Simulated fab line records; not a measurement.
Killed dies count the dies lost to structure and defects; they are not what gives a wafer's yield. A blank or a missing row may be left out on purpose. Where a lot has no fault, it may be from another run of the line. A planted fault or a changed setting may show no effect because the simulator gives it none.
Problem report, 8D (eight disciplines) form, completed by code	flow sky130	the parts of the form that need people (team, actions taken, sign-off) are left out

== 1. PROBLEM STATEMENT ==
head-pressure-psi at SKY_CONTACT_CMP_04 reads a mean of 3.505 psi on 6 wafers of 2 lots; wafers without a fault read 4.002 psi with a standard deviation of 0.0095. Measured from the usual mean, that is -52 standard deviations.
The step: polishes SiO2.
First observed at day 34 12:42: wafer L683.3, on cmp-02. Wafers with a number at this step in the record: 39, from 13 lots. By rule, "out" or "out of limits" means more than 4 standard deviations away from the usual mean. All remaining wafers that have a number are taken as sound.

== 2. WHAT IT IS; WHAT IT IS NOT ==
question	is	is not
which readings at this step	head-pressure-psi	motor-current-A, slurry-flow-ml-min
which lots	L683, L685	L676, L677, L678, L688, L690, L691, L692, L693, L694, L695, L696
which wafers of those lots	all that have a number	-
read on which tools	cmp-02	cmp-01
when	from day 34 12:42	up to then (9 sound wafers); but 24 sound wafers of L688, L690, L691, L692, L693, L694, L695, L696 came after

== 3. THE SUSPECTS, EACH WITH WHAT RULES IT OUT ==
Counting: a tool at any process step up to the reading remains a suspect when it ran all the lots that are out and ran no sound lot after the first of those.
- rie-metal-01 at SKY_LOCAL_INTERCONNECT_ETCH_13 (etches BARC in N2/H2, stops on SiO2, time 45.9 s, target depth 60 nm): ruled out as a lasting fault. After its first lot that is out, L683 (day 34 11:46), sound lots L691, L692 ran on it.
- cmp-02 at SKY_CONTACT_CMP_04 (polishes SiO2): ruled out as a lasting fault. After its first lot that is out, L683 (day 34 12:42), sound lots L691, L695, L694 ran on it.
Left after counting: nothing in the record.

== 4. THE CAUSE (what the simulator had put in) ==
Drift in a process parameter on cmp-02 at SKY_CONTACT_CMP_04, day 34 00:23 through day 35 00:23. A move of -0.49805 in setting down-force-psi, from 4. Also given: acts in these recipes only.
Counting ruled it out, wrongly.

== 5. SEQUENCE OF EFFECTS, ordered by route ==
Each row: a reading whose mean over the struck wafers that have a number lies more than 3 standard deviations from the usual. Only readings for which the record gives a usual standard deviation are gone through. hours: the time from each lot's start at the first step in this table that gives one to its start at this step, as a median over the lots. sigmas: the change in usual standard deviations.
hours	step	reading	usual	on struck wafers	change	sigmas
0	SKY_CONTACT_CMP_04	head-pressure-psi	4.002 psi	3.505	-0.497	-52
0	SKY_CONTACT_CMP_04	time-to-endpoint-s	83 s	98	+16	+3.4
The process steps in it:
- SKY_CONTACT_CMP_04: polishes SiO2.
Later steps that measure or inspect, where all struck wafers having a row at the step show a number for every such reading and not one has moved that far: SKY_CONTACT_CD_MEAS_14.

== 6. HOW IT WOULD HAVE BEEN CAUGHT EARLIER ==
In this record the first reading out of limits was taken at day 34 12:42, 12 hours after the fault began at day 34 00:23.
